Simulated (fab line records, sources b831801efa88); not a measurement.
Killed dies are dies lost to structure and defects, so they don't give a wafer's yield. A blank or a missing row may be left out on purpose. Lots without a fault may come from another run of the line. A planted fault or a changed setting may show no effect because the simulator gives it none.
Chamber matching | flow sky130 | SKY_VIA2_CMP_24 on cmp-02: 4 sister chambers
The step polishes, stops on SiO2, t overpolish 20 s, target thk 0 nm. 4 wafers are shown with their chamber, then 7 later ones without.

WAFERS WITH THEIR CHAMBER
wafer  | chamber | motor_current_A (A)
L982.5 | 2       | 13.3
L988.2 | 0       | 9.8
L990.2 | 1       | 10.7
L990.3 | 3       | 11.6

WAFERS WITHOUT THEIR CHAMBER
wafer  | motor_current_A (A)
L990.4 | 12.8
L996.1 | 13.7
L996.5 | 11.8
L996.6 | 13.0
L999.4 | 10.5
L999.5 | 13.6
L999.6 | 10.3

WHICH CHAMBER EACH WENT THROUGH
wafer  | from the rows above     | in truth
L990.4 | 2                       | 2
L996.1 | 2                       | 2
L996.5 | 3                       | 3
L996.6 | 2                       | 2
L999.4 | can't be placed: 1 or 0 | 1
L999.5 | 2                       | 2
L999.6 | can't be placed: 1 or 0 | 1
Placed correctly: 5 of 7. Can't be placed from these rows: 2 (the true chamber is among the candidates in 2). Placed wrongly: 0.
How it was worked out, from the rows above alone: a wafer's distance from a chamber is the root of the sum, over the readings, of the square of ((its reading less the chamber's mean) divided by the reading's scatter). The wafer belongs to the nearest chamber; if the next one is less than 2 further off, it can't be placed. A chamber's mean is the mean of its shown wafers. The scatter: with one shown wafer a chamber, the root of the mean of the squares of how far each hidden wafer lies from its nearest shown one.
